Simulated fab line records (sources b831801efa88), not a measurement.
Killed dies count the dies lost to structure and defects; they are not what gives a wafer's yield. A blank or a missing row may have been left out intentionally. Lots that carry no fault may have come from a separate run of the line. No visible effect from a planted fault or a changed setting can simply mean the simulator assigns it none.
Matching of chambers | flow sfq_line | SFQ_TRILAYER_I0_CMP_CMP_028 on cmp-02: 4 sister chambers
The step polishes SiO2. 4 wafers are shown with their chamber, then 7 later ones without.

## EACH WAFER AND ITS CHAMBER
wafer  | chamber | motor_current_A (A)
L510.2 | 2       | 9.7
L510.6 | 3       | 11.0
L516.2 | 1       | 11.5
L516.3 | 0       | 10.0

## WAFERS WHOSE CHAMBER IS MISSING
wafer  | motor_current_A (A)
L516.4 | 10.1
L524.1 | 10.1
L524.5 | 8.6
L524.6 | 10.8
L525.1 | 9.4
L525.4 | 10.0
L525.5 | 9.0

## CHAMBER TAKEN BY EACH
wafer  | from the rows above               | in truth
L516.4 | can't be placed: 0 or 2 or 3      | 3
L524.1 | can't be placed: 0 or 2 or 3      | 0
L524.5 | can't be placed: 2 or 0           | 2
L524.6 | can't be placed: 3 or 1 or 0 or 2 | 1
L525.1 | can't be placed: 2 or 0           | 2
L525.4 | can't be placed: 0 or 2 or 3      | 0
L525.5 | can't be placed: 2 or 0           | 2
Placed correctly: 0 of 7. Cannot be placed on the basis of these rows: 7; the candidates contain the true chamber in 7. Wrongly placed: 0.
How it was worked out, from the rows above alone: a wafer's distance from a chamber is the root of the sum, over the readings, of the square of ((its reading less the chamber's mean) divided by the reading's scatter). The wafer belongs to the nearest chamber; if the next one is less than 2 further off, it can't be placed. The mean given for a chamber averages the wafers shown for that chamber. The scatter: root of mean squared gap, hidden wafer to nearest shown wafer, with one shown wafer a chamber.
